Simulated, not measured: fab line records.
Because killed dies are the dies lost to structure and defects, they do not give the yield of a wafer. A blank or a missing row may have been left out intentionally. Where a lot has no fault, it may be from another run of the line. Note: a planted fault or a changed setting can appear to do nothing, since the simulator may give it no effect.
fab line records | flow gf180mcu | part 1 of 2: steps 1 to 35 of 46
record: lots: 5 wafers: 15 last_day: 32
route steps=602 shown VT_IMPLANT@101 MVSD@136 NWELL@137 LVPWELL@138 MVPSD@139 DUAL_GATE@141
lots with no fault: from the same line, run without faults
start_h: hours from the record's opening day to when the first of the lot's shown wafers began | wait_h: hours since the lot's step before | " repeats the value in the row above | L1.1+2: several wafers, shown together as one row | - no value, or no start was given | * or withheld: withheld | < > ~ a bound
route shown NAME@n: names a module that has steps shown in the file, with the first one's number in the route | usual: mean/standard deviation of fault-free wafers | same: alike in all rows | chamber/n: place in a boat | sites: per-site readings | _std_site: the standard deviation of these | _edge_site: inner sites' mean taken away from outer sites' mean | radius_mm: how far each site lies from the wafer's centre | mask NAME#n: copy n | behind: the tool/chamber that last shaped the wafer | hold: reason for holding the lot/hours on hold/outcome of the hold | device: names the non-switching transistor (n, p or np) | end of line: tests run on the same wafers once the route is complete | step lacking rows: just its recipe | killed: dies lost to structure and defects at the first sort, not the wafer's yield | map: shows each die of a wafer: x if killed, . if not, _ if none is there
set.NAME: the setting the step ran with; set.NAME@STEP: the setting that earlier step ran with | model.NAME: the simulator's own value behind a step, which no gauge read
lots seen at some steps along the route; tables by step, rows by wafer
services: from which hour (start_h, from the record's first day; less than 0 if before it) a tool's chamber was out of use, for how many hours, and why
== steps ==
step: GF_VT_IMPLANT_DEHYDRATE_11
recipe: temp_c: 200 time_s: 60
columns lot.wafer tool chamber start_h wait_h
L074.3+4+5 litho_track-02 0 115.49 6.5
L083.1+4+6 litho_track-03 0 176.09 7.2
L085.2+5+6 litho_track-01 0 186.32 7.8
L086.3+5+6 litho_track-01 0 193.60 7.6
L087.1+2+3 litho_track-03 0 200.64 7.8
step: GF_VT_IMPLANT_HMDS_12
recipe: prime_time_s: 60 prime_temp_c: 120
columns lot.wafer tool chamber start_h wait_h
L074.3+4+5 litho_track-02 0 115.64 0.1
L083.1+4+6 litho_track-03 0 176.24 0.1
L085.2+5+6 litho_track-01 0 186.47 0.1
L086.3+5+6 litho_track-01 0 193.75 0.1
L087.1+2+3 litho_track-03 0 200.79 0.1
step: GF_VT_IMPLANT_COAT_13
recipe: resist: NOVOLAK spin_rpm: 3000 resist_thk_nm: 1000
columns lot.wafer tool chamber start_h wait_h
L074.3+4+5 litho_track-02 0 115.79 0.1
L083.1+4+6 litho_track-03 0 176.39 0.1
L085.2+5+6 litho_track-01 0 186.62 0.1
L086.3+5+6 litho_track-01 0 193.90 0.1
L087.1+2+3 litho_track-03 0 200.94 0.1
step: GF_VT_IMPLANT_SOFTBAKE_14
recipe: temp_c: 90 time_s: 60 resist: NOVOLAK
columns lot.wafer tool chamber start_h wait_h
L074.3+4+5 litho_track-02 0 115.94 0.1
L083.1+4+6 litho_track-03 0 176.54 0.1
L085.2+5+6 litho_track-01 0 186.77 0.1
L086.3+5+6 litho_track-01 0 194.05 0.1
L087.1+2+3 litho_track-03 0 201.09 0.1
step: GF_VT_IMPLANT_EXPOSE_15
recipe: mask_id: Nwell_LV_AREA target_cd_nm: 860 na: 0.6 source_shape: conventional sigma_outer: 0.6 dose_mj: 140
columns lot.wafer tool chamber start_h wait_h mask
L074.3+4+5 iline_stepper-02 0 - - Nwell_LV_AREA#0
L083.1+4+6 iline_stepper-01 0 - - Nwell_LV_AREA#0
L085.2+5+6 iline_stepper-02 0 - - Nwell_LV_AREA#0
L086.3+5+6 iline_stepper-02 0 - - Nwell_LV_AREA#0
L087.1+2+3 iline_stepper-01 0 - - Nwell_LV_AREA#0
step: GF_VT_IMPLANT_PEB_16
recipe: temp_c: withheld time_s: * resist: NOVOLAK
columns lot.wafer tool chamber start_h wait_h
L074.3+4+5 litho_track-01 0 - -
L083.1+4+6 litho_track-01 0 - -
L085.2+5+6 litho_track-01 0 - -
L086.3+5+6 litho_track-02 0 - -
L087.1+2+3 litho_track-01 0 - -
step: GF_VT_IMPLANT_DEVELOP_17
recipe: develop_time_s: 60 dev_temp_c: 23
columns lot.wafer tool chamber start_h wait_h
L074.3+4+5 litho_track-01 0 123.25 0.1
L083.1+4+6 litho_track-01 0 185.20 0.1
L085.2+5+6 litho_track-01 0 194.67 0.1
L086.3+5+6 litho_track-02 0 202.49 0.1
L087.1+2+3 litho_track-01 0 209.35 0.1
step: GF_VT_IMPLANT_OVL_MEAS_18
usual: VT_IMPLANT_01_OVL: -0.3/1.4
columns lot.wafer tool chamber start_h wait_h VT_IMPLANT_01_OVL[nm]
L074.3 overlay-01 - 123.36 0.1 2.0
L074.4 " - " " 0.8
L074.5 " - " " -0.3
L083.1 overlay-01 - 185.35 0.1 1.4
L083.4 " - " " 2.5
L083.6 " - " " 0.4
L085.2 overlay-01 - 194.80 0.1 -1.5
L085.5 " - " " -0.6
L085.6 " - " " -1.0
L086.3 overlay-02 - 202.60 0.1 -0.9
L086.5 " - " " -0.6
L086.6 " - " " -1.5
L087.1 overlay-01 - 209.50 0.1 1.2
L087.2 " - " " -1.1
L087.3 " - " " 0.6
step: GF_VT_IMPLANT_IMPLANT_19
recipe: species: As energy_kev: 100 dose_cm2: 4.35e+12 tilt_deg: 7
same: implant_ion_amu: 75
columns lot.wafer tool chamber start_h wait_h
L074.3+4+5 implanter-02 0 123.43 0.1
L083.1+4+6 implanter-03 0 185.38 0.0
L085.2+5+6 implanter-03 0 194.86 0.0
L086.3+5+6 implanter-03 0 202.67 0.1
L087.1+2+3 implanter-03 0 209.53 0.0
step: GF_VT_IMPLANT_STRIP_20
recipe: chemistry: O2/N2 power_w: 1400 pressure_mtorr: 1500 platen_temp_c: 250 o2_flow_sccm: 3000 n2_flow_sccm: 300 overash_fraction: 0.5
usual: drypump_motor_current_A: 5.8/0.68 heater_power_w: 319/10 oes_product_au: 0.716/0.0049 strip_time_to_endpoint_s: 12.65/0.035
columns lot.wafer tool chamber start_h wait_h drypump_motor_current_A heater_power_w oes_product_au rf_hours_counter_h strip_time_to_endpoint_s
L074.3 plasma_asher-03 0 123.57 0.1 5.4 330 0.717 - 12.68
L074.4 " 1 " " 5.0 310 0.705 - 12.65
L074.5 " 0 " " 5.5 335 0.717 - 12.70
L083.1 plasma_asher-02 0 185.53 0.1 5.8 311 0.717 40 12.60
L083.4 " 1 " " 6.5 318 0.713 - 12.62
L083.6 " 1 " " 6.4 323 0.712 - 12.59
L085.2 plasma_asher-03 1 194.98 0.1 5.0 302 0.713 57 12.63
L085.5 " 1 " " 4.9 307 0.712 - 12.67
L085.6 " 0 " " 5.5 329 0.717 - 12.66
L086.3 plasma_asher-01 1 202.81 0.1 5.2 318 0.719 - 12.65
L086.5 " 1 " " 5.2 318 0.704 - 12.70
L086.6 " 0 " " 6.8 316 0.718 - 12.64
L087.1 plasma_asher-01 0 209.68 0.1 6.7 321 0.715 9 12.69
L087.2 " 1 " " 5.3 318 0.713 9 12.70
L087.3 " 0 " " 6.7 331 0.707 - 12.65
step: GF_VT_IMPLANT_TW_MEAS_21
usual: VT_IMPLANT_2_TW: 1212/6.1
columns lot.wafer tool chamber start_h wait_h VT_IMPLANT_2_TW
L074.3 film_metro-01 - 123.65 0.1 1211
L074.4 " - " " 1203
L074.5 " - " " 1211
L083.1 film_metro-03 - 185.63 0.1 1211
L083.4 " - " " 1204
L083.6 " - " " 1204
L085.2 film_metro-02 - 195.09 0.1 1204
L085.5 " - " " 1210
L085.6 " - " " 1214
L086.3 film_metro-03 - 202.89 0.1 1215
L086.5 " - " " 1215
L086.6 " - " " 1213
L087.1 film_metro-02 - 209.78 0.1 1215
L087.2 " - " " 1206
L087.3 " - " " 1207
step: GF_VT_IMPLANT_DEHYDRATE_22
recipe: temp_c: 200 time_s: 60
columns lot.wafer tool chamber start_h wait_h
L074.3+4+5 litho_track-03 0 130.59 6.9
L083.1+4+6 litho_track-03 0 193.39 7.7
L085.2+5+6 litho_track-03 0 203.26 8.2
L086.3+5+6 litho_track-03 0 211.04 8.1
L087.1+2+3 litho_track-01 0 218.15 8.4
step: GF_VT_IMPLANT_HMDS_23
recipe: prime_time_s: 60 prime_temp_c: 120
columns lot.wafer tool chamber start_h wait_h
L074.3+4+5 litho_track-03 0 130.74 0.1
L083.1+4+6 litho_track-03 0 193.54 0.1
L085.2+5+6 litho_track-03 0 203.41 0.1
L086.3+5+6 litho_track-03 0 211.19 0.1
L087.1+2+3 litho_track-01 0 218.30 0.1
step: GF_VT_IMPLANT_COAT_24
recipe: resist: NOVOLAK spin_rpm: 3000 resist_thk_nm: 1000
columns lot.wafer tool chamber start_h wait_h
L074.3+4+5 litho_track-03 0 130.89 0.1
L083.1+4+6 litho_track-03 0 193.69 0.1
L085.2+5+6 litho_track-03 0 203.56 0.1
L086.3+5+6 litho_track-03 0 211.34 0.1
L087.1+2+3 litho_track-01 0 218.45 0.1
step: GF_VT_IMPLANT_SOFTBAKE_25
recipe: temp_c: 90 time_s: 60 resist: NOVOLAK
columns lot.wafer tool chamber start_h wait_h
L074.3+4+5 litho_track-03 0 131.04 0.1
L083.1+4+6 litho_track-03 0 193.84 0.1
L085.2+5+6 litho_track-03 0 203.71 0.1
L086.3+5+6 litho_track-03 0 211.49 0.1
L087.1+2+3 litho_track-01 0 218.60 0.1
step: GF_VT_IMPLANT_EXPOSE_26
recipe: mask_id: LVPWELL_HV_AREA target_cd_nm: 860 na: 0.6 source_shape: conventional sigma_outer: 0.6 dose_mj: 140
columns lot.wafer tool chamber start_h wait_h mask
L074.3+4+5 iline_stepper-02 0 - - LVPWELL_HV_AREA#0
L083.1+4+6 iline_stepper-01 0 - - LVPWELL_HV_AREA#0
L085.2+5+6 iline_stepper-01 0 - - LVPWELL_HV_AREA#0
L086.3+5+6 iline_stepper-02 0 - - LVPWELL_HV_AREA#0
L087.1+2+3 iline_stepper-02 0 - - LVPWELL_HV_AREA#0
step: GF_VT_IMPLANT_PEB_27
recipe: temp_c: withheld time_s: * resist: NOVOLAK
columns lot.wafer tool chamber start_h wait_h
L074.3+4+5 litho_track-02 0 - -
L083.1+4+6 litho_track-03 0 - -
L085.2+5+6 litho_track-03 0 - -
L086.3+5+6 litho_track-03 0 - -
L087.1+2+3 litho_track-03 0 - -
step: GF_VT_IMPLANT_DEVELOP_28
recipe: develop_time_s: 60 dev_temp_c: 23
columns lot.wafer tool chamber start_h wait_h
L074.3+4+5 litho_track-02 0 138.59 0.1
L083.1+4+6 litho_track-03 0 202.34 0.1
L085.2+5+6 litho_track-03 0 212.11 0.1
L086.3+5+6 litho_track-03 0 220.54 0.1
L087.1+2+3 litho_track-03 0 227.19 0.1
step: GF_VT_IMPLANT_OVL_MEAS_29
usual: VT_IMPLANT_02_OVL: 0.5/1.4
columns lot.wafer tool chamber start_h wait_h VT_IMPLANT_02_OVL[nm]
L074.3 overlay-01 - 138.70 0.1 -1.0
L074.4 " - " " 1.7
L074.5 " - " " 0.5
L083.1 overlay-02 - 202.49 0.1 -0.5
L083.4 " - " " -1.4
L083.6 " - " " -0.3
L085.2 overlay-02 - 212.24 0.1 2.1
L085.5 " - " " 1.4
L085.6 " - " " 2.4
L086.3 overlay-02 - 220.65 0.1 2.9
L086.5 " - " " 1.4
L086.6 " - " " 3.8
L087.1 overlay-02 - 227.34 0.1 1.4
L087.2 " - " " 0.9
L087.3 " - " " -1.3
step: GF_VT_IMPLANT_IMPLANT_30
recipe: species: B energy_kev: 25 dose_cm2: 2.534e+12 tilt_deg: 7
same: implant_ion_amu: 11
columns lot.wafer tool chamber start_h wait_h
L074.3+4+5 implanter-02 0 138.77 0.1
L083.1+4+6 implanter-02 0 202.52 0.0
L085.2+5+6 implanter-02 0 212.30 0.0
L086.3+5+6 implanter-02 0 220.72 0.1
L087.1+2+3 implanter-03 0 227.37 0.0
step: GF_VT_IMPLANT_STRIP_31
recipe: chemistry: O2/N2 power_w: 1400 pressure_mtorr: 1500 platen_temp_c: 250 o2_flow_sccm: 3000 n2_flow_sccm: 300 overash_fraction: 0.5
usual: drypump_motor_current_A: 5.8/0.66 heater_power_w: 318/10 oes_product_au: 0.716/0.0048 strip_time_to_endpoint_s: 12.65/0.041
columns lot.wafer tool chamber start_h wait_h drypump_motor_current_A heater_power_w oes_product_au rf_hours_counter_h strip_time_to_endpoint_s
L074.3 plasma_asher-02 1 138.91 0.1 6.5 319 0.715 - 12.69
L074.4 " 0 " " 5.7 310 0.723 - 12.69
L074.5 " 1 " " 6.5 311 0.720 - 12.71
L083.1 plasma_asher-03 1 202.67 0.1 5.0 310 0.715 58 12.61
L083.4 " 0 " " 5.4 332 0.712 - 12.59
L083.6 " 0 " " 5.5 335 0.709 - 12.55
L085.2 plasma_asher-02 0 212.42 0.1 5.7 311 0.710 43 12.68
L085.5 " 0 " " 5.7 309 0.716 - 12.63
L085.6 " 1 " " 6.5 314 0.720 - 12.66
L086.3 plasma_asher-03 1 220.86 0.1 5.0 309 0.717 - 12.71
L086.5 " 0 " " 5.5 330 0.721 - 12.71
L086.6 " 1 " " 5.0 312 0.721 - 12.68
L087.1 plasma_asher-03 0 227.52 0.1 5.5 333 0.719 60 12.63
L087.2 " 1 " " 5.0 311 0.730 60 12.62
L087.3 " 0 " " 5.5 331 0.716 - 12.64
step: GF_VT_IMPLANT_TW_MEAS_32
usual: VT_IMPLANT_3_TW: 267.4/1.5
columns lot.wafer tool chamber start_h wait_h VT_IMPLANT_3_TW
L074.3 film_metro-03 - 138.99 0.1 268.2
L074.4 " - " " 268.1
L074.5 " - " " 267.6
L083.1 film_metro-02 - 202.77 0.1 269.8
L083.4 " - " " 268.3
L083.6 " - " " 267.6
L085.2 film_metro-02 - 212.53 0.1 267.8
L085.5 " - " " 267.0
L085.6 " - " " 268.2
L086.3 film_metro-02 - 220.94 0.1 268.7
L086.5 " - " " 268.5
L086.6 " - " " 270.7
L087.1 film_metro-01 - 227.62 0.1 266.5
L087.2 " - " " 268.0
L087.3 " - " " 268.1
step: GF_VT_IMPLANT_DEHYDRATE_33
recipe: temp_c: 200 time_s: 60
columns lot.wafer tool chamber start_h wait_h
L074.3+4+5 litho_track-01 0 146.15 7.1
L083.1+4+6 litho_track-02 0 210.69 7.9
L085.2+5+6 litho_track-01 0 220.72 8.2
L086.3+5+6 litho_track-03 0 228.94 8.0
L087.1+2+3 litho_track-03 0 235.79 8.2
step: GF_VT_IMPLANT_HMDS_34
recipe: prime_time_s: 60 prime_temp_c: 120
columns lot.wafer tool chamber start_h wait_h
L074.3+4+5 litho_track-01 0 146.30 0.1
L083.1+4+6 litho_track-02 0 210.84 0.1
L085.2+5+6 litho_track-01 0 220.87 0.1
L086.3+5+6 litho_track-03 0 229.09 0.1
L087.1+2+3 litho_track-03 0 235.94 0.1
step: GF_VT_IMPLANT_COAT_35
recipe: resist: NOVOLAK spin_rpm: 3000 resist_thk_nm: 1000
columns lot.wafer tool chamber start_h wait_h
L074.3+4+5 litho_track-01 0 146.45 0.1
L083.1+4+6 litho_track-02 0 210.99 0.1
L085.2+5+6 litho_track-01 0 221.02 0.1
L086.3+5+6 litho_track-03 0 229.24 0.1
L087.1+2+3 litho_track-03 0 236.09 0.1
step: GF_VT_IMPLANT_SOFTBAKE_36
recipe: temp_c: 90 time_s: 60 resist: NOVOLAK
columns lot.wafer tool chamber start_h wait_h
L074.3+4+5 litho_track-01 0 146.60 0.1
L083.1+4+6 litho_track-02 0 211.14 0.1
L085.2+5+6 litho_track-01 0 221.17 0.1
L086.3+5+6 litho_track-03 0 229.39 0.1
L087.1+2+3 litho_track-03 0 236.24 0.1
step: GF_VT_IMPLANT_EXPOSE_37
recipe: mask_id: Nwell_HV_AREA target_cd_nm: 860 na: 0.6 source_shape: conventional sigma_outer: 0.6 dose_mj: 140
columns lot.wafer tool chamber start_h wait_h mask
L074.3+4+5 iline_stepper-01 0 - - Nwell_HV_AREA#0
L083.1+4+6 iline_stepper-01 0 - - Nwell_HV_AREA#0
L085.2+5+6 iline_stepper-02 0 - - Nwell_HV_AREA#0
L086.3+5+6 iline_stepper-02 0 - - Nwell_HV_AREA#0
L087.1+2+3 iline_stepper-01 0 - - Nwell_HV_AREA#0
step: GF_VT_IMPLANT_PEB_38
recipe: temp_c: withheld time_s: * resist: NOVOLAK
columns lot.wafer tool chamber start_h wait_h
L074.3+4+5 litho_track-01 0 - -
L083.1+4+6 litho_track-02 0 - -
L085.2+5+6 litho_track-03 0 - -
L086.3+5+6 litho_track-01 0 - -
L087.1+2+3 litho_track-03 0 - -
step: GF_VT_IMPLANT_DEVELOP_39
recipe: develop_time_s: 60 dev_temp_c: 23
columns lot.wafer tool chamber start_h wait_h
L074.3+4+5 litho_track-01 0 154.25 0.1
L083.1+4+6 litho_track-02 0 219.89 0.1
L085.2+5+6 litho_track-03 0 229.66 0.1
L086.3+5+6 litho_track-01 0 238.60 0.1
L087.1+2+3 litho_track-03 0 244.84 0.1
step: GF_VT_IMPLANT_OVL_MEAS_40
usual: VT_IMPLANT_03_OVL: -0.7/1.4
columns lot.wafer tool chamber start_h wait_h VT_IMPLANT_03_OVL[nm]
L074.3 overlay-02 - 154.36 0.1 -2.0
L074.4 " - " " 0.0
L074.5 " - " " -0.5
L083.1 overlay-01 - 220.04 0.1 -2.1
L083.4 " - " " -0.9
L083.6 " - " " -3.3
L085.2 overlay-02 - 229.79 0.1 2.4
L085.5 " - " " 1.5
L085.6 " - " " -0.2
L086.3 overlay-02 - 238.71 0.1 -2.0
L086.5 " - " " -2.2
L086.6 " - " " 1.0
L087.1 overlay-02 - 244.99 0.1 0.3
L087.2 " - " " 0.8
L087.3 " - " " -0.7
step: GF_VT_IMPLANT_IMPLANT_41
recipe: species: As energy_kev: 70 dose_cm2: 1.013e+12 tilt_deg: 7
same: implant_ion_amu: 75
columns lot.wafer tool chamber start_h wait_h
L074.3+4+5 implanter-01 0 154.43 0.1
L083.1+4+6 implanter-01 0 220.07 0.0
L085.2+5+6 implanter-03 0 229.85 0.0
L086.3+5+6 implanter-01 0 238.78 0.1
L087.1+2+3 implanter-02 0 245.02 0.0
step: GF_VT_IMPLANT_STRIP_42
recipe: chemistry: O2/N2 power_w: 1400 pressure_mtorr: 1500 platen_temp_c: 250 o2_flow_sccm: 3000 n2_flow_sccm: 300 overash_fraction: 0.5
usual: drypump_motor_current_A: 5.8/0.65 heater_power_w: 319/11 oes_product_au: 0.716/0.0046 strip_time_to_endpoint_s: 12.64/0.035
columns lot.wafer tool chamber start_h wait_h drypump_motor_current_A heater_power_w oes_product_au rf_hours_counter_h strip_time_to_endpoint_s
L074.3 plasma_asher-03 1 154.57 0.1 5.0 307 0.722 - 12.62
L074.4 " 0 " " 5.5 327 0.721 - 12.64
L074.5 " 1 " " 5.0 304 0.723 - 12.62
L083.1 plasma_asher-01 0 220.22 0.1 6.7 322 0.714 10 12.59
L083.4 " 1 " " 5.3 312 0.718 - 12.62
L083.6 " 1 " " 5.2 322 0.713 - 12.61
L085.2 plasma_asher-01 1 229.97 0.1 5.2 325 0.710 11 12.62
L085.5 " 1 " " 5.3 327 0.708 - 12.60
L085.6 " 0 " " 6.8 328 0.713 - 12.62
L086.3 plasma_asher-01 1 238.91 0.1 5.2 323 0.709 - 12.65
L086.5 " 0 " " 6.7 326 0.714 - 12.66
L086.6 " 1 " " 5.2 321 0.712 - 12.65
L087.1 plasma_asher-03 1 245.17 0.1 5.0 302 0.718 62 12.57
L087.2 " 0 " " 5.5 333 0.719 62 12.64
L087.3 " 1 " " 5.0 312 0.716 - 12.63
step: GF_VT_IMPLANT_TW_MEAS_43
usual: VT_IMPLANT_4_TW: 689/3.6
columns lot.wafer tool chamber start_h wait_h VT_IMPLANT_4_TW
L074.3 film_metro-02 - 154.65 0.1 687
L074.4 " - " " 691
L074.5 " - " " 687
L083.1 film_metro-02 - 220.32 0.1 691
L083.4 " - " " 692
L083.6 " - " " 695
L085.2 film_metro-01 - 230.08 0.1 691
L085.5 " - " " 691
L085.6 " - " " 692
L086.3 film_metro-01 - 239.00 0.1 692
L086.5 " - " " 692
L086.6 " - " " 691
L087.1 film_metro-02 - 245.27 0.1 687
L087.2 " - " " 687
L087.3 " - " " 685
step: GF_VT_IMPLANT_CLEAN_44
recipe: chemistry: SC1/SC2 mix: 1:4:20 temp_c: 70 time_s: 150 dry: n2_spin
usual: bath_guard_temp_C: 70.1/0.61 temp_c: 69.98/0.12
columns lot.wafer tool chamber start_h wait_h bath_guard_temp_C temp_c
L074.3 wet_bench-04 2 154.69 0.0 69.7 69.82
L074.4 " 2 " " 69.6 69.96
L074.5 " 2 " " 69.8 69.91
L083.1 wet_bench-04 3 220.38 0.1 69.7 69.76
L083.4 " 3 " " 69.8 69.75
L083.6 " 3 " " 69.5 69.78
L085.2 wet_bench-04 3 230.13 0.0 70.1 70.02
L085.5 " 3 " " 70.1 70.05
L085.6 " 3 " " 70.3 70.11
L086.3 wet_bench-02 1 239.04 0.0 70.7 69.99
L086.5 " 1 " " 70.6 69.94
L086.6 " 1 " " 71.1 70.01
L087.1 wet_bench-04 2 245.33 0.1 69.8 69.76
L087.2 " 2 " " 69.7 69.98
L087.3 " 2 " " 69.8 69.92
step: GF_VT_IMPLANT_RTA_45
recipe: temp_c: 1050 time_s: 30 ambient: N2
usual: lamp_power_pct: 30.2/1.1 wafer_temp_C_max: 1054.2/1.5
columns lot.wafer tool chamber start_h wait_h lamp_power_pct wafer_temp_C_max
L074.3 rtp_anneal-02 0 154.78 0.0 29.3 1056.0
L074.4 " 0 " " 29.3 1055.0
L074.5 " 0 " " 29.3 1057.3
L083.1 rtp_anneal-02 0 220.43 0.0 29.3 1054.1
L083.4 " 0 " " 29.3 1055.5
L083.6 " 0 " " 29.3 1056.3
L085.2 rtp_anneal-01 0 230.20 0.0 31.6 1052.4
L085.5 " 0 " " 31.6 1053.0
L085.6 " 0 " " 31.6 1053.5
L086.3 rtp_anneal-02 0 239.12 0.0 29.3 1057.3
L086.5 " 0 " " 29.3 1054.7
L086.6 " 0 " " 29.3 1053.8
L087.1 rtp_anneal-01 0 245.38 0.0 31.6 1052.7
L087.2 " 0 " " 31.7 1053.8
L087.3 " 0 " " 31.6 1051.6
